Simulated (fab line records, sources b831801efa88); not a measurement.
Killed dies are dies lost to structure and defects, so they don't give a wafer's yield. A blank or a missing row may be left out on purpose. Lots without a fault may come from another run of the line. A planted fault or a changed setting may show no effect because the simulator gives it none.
Which tool did it? | flow gf180mcu | 14 lots, 42 wafers sampled, at 5 steps of a route of 602

WHAT THE GAUGES READ, wafer by wafer
GF_NWELL_OVL_MEAS_07. Usual: NWELL_OVL -0.9 nm, standard deviation 1.8.
lot  | measured    | on         | NWELL_OVL (nm) | flag
L197 | day 3 15:53 | overlay-02 | -1.1 -0.1 -0.5 |
L198 | day 3 19:34 | overlay-01 | -0.6 0.1 0.5   |
L199 | day 3 23:11 | overlay-01 | -3.0 -3.7 -5.9 |
L200 | day 4 06:03 | overlay-01 | 2.0 1.4 2.2    |
L201 | day 4 11:19 | overlay-01 | 3.2 1.6 1.2    |
L202 | day 4 15:27 | overlay-01 | -1.1 -0.4 -3.4 |
L203 | day 4 21:32 | overlay-01 | -0.5 -2.1 -0.4 |
L206 | day 5 12:39 | overlay-01 | 0.6 -0.7 -0.3  |
L207 | day 5 19:31 | overlay-01 | -2.4 -2.8 -3.3 |
L210 | day 6 11:43 | overlay-02 | -1.1 -0.7 -1.3 |
L211 | day 6 19:52 | overlay-01 | 0.9 1.8 0.4    |
L213 | day 7 05:13 | overlay-02 | -3.1 -2.7 -2.2 |
L217 | day 8 01:49 | overlay-01 | 1.4 0.8 1.2    |
L219 | day 8 15:07 | overlay-02 | -0.4 0.5 1.0   |

GF_LVPWELL_OVL_MEAS_07. Usual: LVPWELL_OVL -0.7 nm, standard deviation 1.8.
lot  | measured    | on         | LVPWELL_OVL (nm)     | flag
L197 | day 4 05:28 | overlay-01 | -1.3 -0.8 -0.9       |
L198 | day 4 08:55 | overlay-01 | 2.4 1.2 3.7          |
L199 | day 4 13:38 | overlay-01 | 0.7 0.5 1.0          |
L200 | day 4 20:00 | overlay-01 | 2.2 1.1 0.4          |
L201 | day 5 01:34 | overlay-01 | -1.7 -0.7 0.5        |
L202 | day 5 06:06 | overlay-01 | -2.1 -2.5 -1.0       |
L203 | day 5 12:33 | overlay-01 | 2.4 -0.6 -0.5        |
L206 | day 6 04:08 | overlay-02 | -2.8 -3.7 -3.9       |
L207 | day 6 10:51 | overlay-02 | -4.1 -2.9 -4.1       |
L210 | day 7 03:44 | overlay-02 | -151.8 -150.0 -151.6 | OFF
L211 | day 7 12:07 | overlay-01 | -153.2 -154.5 -154.2 | OFF
L213 | day 7 21:37 | overlay-02 | -0.2 -1.0 -0.2       |
L217 | day 8 18:34 | overlay-01 | 0.5 1.1 -0.2         |
L219 | day 9 08:40 | overlay-02 | -2.3 -1.2 -2.9       |

GF_VT_IMPLANT_RS_MEAS_48: measures by four-point-probe. Usual: LVPWELL_RS 1196.9 ohm/sq, standard deviation 2.6.
lot  | measured     | on            | LVPWELL_RS (ohm/sq)  | flag
L197 | day 8 00:34  | film_metro-03 | 1201.1 1202.4 1197.3 |
L198 | day 8 08:16  | film_metro-03 | 1193.9 1194.1 1197.9 |
L199 | day 8 10:49  | film_metro-04 | 1198.0 1197.4 1202.0 |
L200 | day 8 18:11  | film_metro-04 | 1193.3 1201.6 1199.2 |
L201 | day 9 00:43  | film_metro-02 | 1192.8 1192.0 1191.5 |
L202 | day 9 07:49  | film_metro-02 | 1196.0 1195.1 1192.4 |
L203 | day 9 13:23  | film_metro-04 | 1198.0 1199.8 1197.5 |
L206 | day 10 09:58 | film_metro-04 | 1199.2 1197.7 1199.7 |
L207 | day 10 15:19 | film_metro-03 | 1199.9 1195.7 1194.2 |
L210 | day 11 12:40 | film_metro-03 | 1197.7 1196.0 1198.4 |
L211 | day 11 23:10 | film_metro-04 | 1200.8 1194.7 1200.2 |
L213 | day 12 11:52 | film_metro-04 | 1198.8 1199.4 1199.4 |
L217 | day 13 11:28 | film_metro-04 | 1193.8 1195.7 1196.7 |
L219 | day 14 06:07 | film_metro-03 | 1196.4 1191.4 1194.7 |

WHICH TOOL RAN EACH LOT (tool, then ch and the chambers of the sampled wafers, then the start)
lot  | GF_DNWELL_STRIP_08                  | GF_LVPWELL_EXPOSE_04
L197 | plasma_asher-04 ch 0,1, day 3 02:56 | iline_stepper-02 ch 0, day 3 22:42
L198 | plasma_asher-04 ch 0, day 3 06:03   | iline_stepper-01 ch 0, day 4 02:47
L199 | plasma_asher-04 ch 0,1, day 3 10:26 | iline_stepper-02 ch 0, day 4 06:50
L200 | plasma_asher-01 ch 0,1, day 3 16:55 | iline_stepper-02 ch 0, day 4 13:20
L201 | plasma_asher-04 ch 0, day 3 21:47   | iline_stepper-02 ch 0, day 4 18:40
L202 | plasma_asher-01 ch 0,1, day 4 02:28 | iline_stepper-02 ch 0, day 4 23:18
L203 | plasma_asher-04 ch 0, day 4 08:08   | iline_stepper-01 ch 0, day 5 05:45
L206 | plasma_asher-01 ch 0,1, day 4 22:59 | iline_stepper-02 ch 0, day 5 20:37
L207 | plasma_asher-03 ch 0,1, day 5 05:06 | iline_stepper-01 ch 0, day 6 03:29
L210 | plasma_asher-04 ch 0,1, day 5 20:36 | iline_stepper-02 ch 0, day 6 19:53
L211 | plasma_asher-04 ch 0,1, day 6 04:27 | iline_stepper-02 ch 0, day 7 04:41
L213 | plasma_asher-01 ch 0,1, day 6 13:35 | iline_stepper-01 ch 0, day 7 13:24
L217 | plasma_asher-03 ch 0,1, day 7 10:00 | iline_stepper-01 ch 0, day 8 10:17
L219 | plasma_asher-04 ch 0,1, day 7 22:02 | iline_stepper-01 ch 0, day 9 00:02
- GF_DNWELL_STRIP_08: strips in O2/N2.
- GF_LVPWELL_EXPOSE_04: exposes mask LVPWELL, target cd 600 nm.

WHAT THE TOOLS THEMSELVES READ (means of the sampled wafers that have a number; where no wafer has one, the mark that the record gives instead)
GF_DNWELL_STRIP_08. Usual: drypump_motor_current_A 5.8 A, standard deviation 0.41; heater_power_w 323 W, standard deviation 31; oes_product_au 0.722 a.u., standard deviation 0.0048; strip_time_to_endpoint_s 36.94 s, standard deviation 0.097.
lot  | tool            | drypump_motor_current_A (A) | heater_power_w (W) | oes_product_au (a.u.) | strip_time_to_endpoint_s (s) | flag
L197 | plasma_asher-04 | 5.4                         | 307                | 0.719                 | 36.86                        |
L198 | plasma_asher-04 | 5.2                         | 323                | 0.721                 | 36.70                        |
L199 | plasma_asher-04 | 5.4                         | 305                | 0.721                 | 36.96                        |
L200 | plasma_asher-01 | 6.0                         | 324                | 0.724                 | 36.90                        |
L201 | plasma_asher-04 | 5.2                         | 327                | 0.718                 | 36.94                        |
L202 | plasma_asher-01 | 6.3                         | 346                | 0.723                 | 36.87                        |
L203 | plasma_asher-04 | 5.2                         | 323                | 0.720                 | 36.82                        |
L206 | plasma_asher-01 | 6.3                         | 348                | 0.723                 | 36.96                        |
L207 | plasma_asher-03 | 5.7                         | 341                | 0.719                 | 36.98                        |
L210 | plasma_asher-04 | 5.4                         | 308                | 0.722                 | 37.05                        |
L211 | plasma_asher-04 | 5.6                         | 296                | 0.722                 | 36.98                        |
L213 | plasma_asher-01 | 6.3                         | 347                | 0.726                 | 37.07                        |
L217 | plasma_asher-03 | 5.7                         | 330                | 0.725                 | 36.93                        |
L219 | plasma_asher-04 | 5.4                         | 303                | 0.722                 | 37.03                        |

THE ANSWER, worked out from the rows above alone
Rule: a lot is off if the mean of its wafers that have a number lies more than 3 standard deviations from the usual mean. A lot without any number at a reading at which 4 lots or more have one is off too. The other lots that the step has rows for count as sound. The gauges are gone through in route order, then the tools' own readings, and for those a lot's mean is taken as printed above. The first step at which some lot is off is used, and at that step the reading that is off furthest; a lot without a number counts as furthest.
Off: L210, L211, at GF_LVPWELL_OVL_MEAS_07 (LVPWELL_OVL).
A tool fits if, at a process step before that reading, it ran every lot that is off, and no sound lot after the first of them. The gauges at GF_LVPWELL_OVL_MEAS_07 are tried like those tools. One fits: iline_stepper-02 at GF_LVPWELL_EXPOSE_04. Its last sound lot is L206 (day 5 20:37), its first lot that is off L210 (day 6 19:53): a fault that began between those two fits.

WHAT THE SIMULATOR HAD PUT IN
Scanner matching overlay: iline_stepper-02, from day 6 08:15 on, at GF_LVPWELL_EXPOSE_04. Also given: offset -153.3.
Lots struck among those shown: L210, L211. The rule above found the same.
